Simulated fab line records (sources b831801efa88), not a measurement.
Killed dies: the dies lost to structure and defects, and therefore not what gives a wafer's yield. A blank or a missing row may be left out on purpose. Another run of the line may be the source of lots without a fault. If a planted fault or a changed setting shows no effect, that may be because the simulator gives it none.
Problem report, 8D (eight disciplines) form, completed by code || flow gf180mcu || the parts of the form that need people (team, actions taken, sign-off) are left out

1. THE PROBLEM
Wafers free of any fault read 488.2 ohm/sq (standard deviation 1.3) for NWELL_RS at GF_VT_IMPLANT_RS_MEAS_47, against a mean of 505.4 ohm/sq on 2 wafers of 2 lots. That is +13 standard deviations from the usual mean.
The step: measures by four-point-probe.
First observed at day 12 08:23: wafer L782.6, on filmMetro-04. The record holds 40 wafers of 14 lots with a number at this step. By rule, "out" or "out of limits" means more than 4 standard deviations away from the usual mean. All remaining wafers that have a number are taken as sound.

2. WHAT IT IS AND WHAT IT IS NOT
{"question": "which readings at this step", "is": "NWELL_RS", "is not": "-"}
{"question": "which lots", "is": "L782, L785", "is not": "L766, L767, L768, L769, L770, L771, L772, L773, L774, L775, L777, L778"}
{"question": "which wafers of those lots", "is": "L782.6, L785.5", "is not": "L782.4, L785.4"}
{"question": "read on which gauges", "is": "filmMetro-04", "is not": "filmMetro-02, filmMetro-03"}
{"question": "when", "is": "from day 12 08:23", "is not": "up to then (37 sound wafers); but 1 sound wafer of L785 came after"}

3. SUSPECTS, AND WHAT RULES EACH OUT
Counting: a tool at a process step up to the reading stays a suspect if it ran every lot that is out. Sound lots after the first of them don't rule it out here, since some wafers of a struck lot are sound.
- the gauge at GF_VT_IMPLANT_RS_MEAS_47: kept. All the wafers that are out were read on filmMetro-04, and no step on other tools shows them out.
- implanter-01 at GF_NWELL_IMPLANT_08: kept. Ran every lot that is out, first one L782 (day 7 05:05); last sound lot up to then L778 (day 6 07:00).
What counting leaves: implanter-01 at GF_NWELL_IMPLANT_08 and filmMetro-04 at GF_VT_IMPLANT_RS_MEAS_47.

4. THE CAUSE (what the simulator had put in)
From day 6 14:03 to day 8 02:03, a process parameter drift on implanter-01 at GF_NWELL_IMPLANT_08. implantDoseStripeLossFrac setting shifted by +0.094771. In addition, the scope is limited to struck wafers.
2 suspects survive the count, and this tool is in that group.

5. THE CHAIN OF EFFECTS, in route order
Rows list readings where the struck wafers' mean (over those with a number) sits beyond 3 standard deviations from the usual. Scope: only readings with a usual standard deviation given in the record; hours: median across lots of the time from each lot's start at the first step in this table that gives one to its start at this step; sigmas: change in usual standard deviations.
{"hours": 0, "step": "GF_NWELL_TW_MEAS_11", "reading": "NWELL_TW", "usual": 1572, "on struck wafers": 1528, "change": -44, "sigmas": -3.4}
{"hours": 125, "step": "GF_VT_IMPLANT_RS_MEAS_47", "reading": "NWELL_RS", "usual": "488.2 ohm/sq", "on struck wafers": 505.4, "change": "+17.2", "sigmas": "+13"}
At these later measuring or inspecting steps, every struck wafer for which the step has a row has a number for every such reading, and none has moved that far: GF_M2_CD_MEAS_14.

6. HOW IT WOULD HAVE BEEN CAUGHT EARLIER
The first out-of-limits reading at a measuring or inspecting step in this record came at day 12 08:23, 138 hours after the fault's start at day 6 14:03.
Of the tool readings at GF_NWELL_IMPLANT_08 for which the record gives a usual standard deviation, none was out on any struck wafer, so an alarm limit of 4 standard deviations on them would not have fired.
All the lots that are out (2) had begun GF_NWELL_IMPLANT_08 on implanter-01 by day 12 08:23. Tool hold at that time: it would have spared none of them.
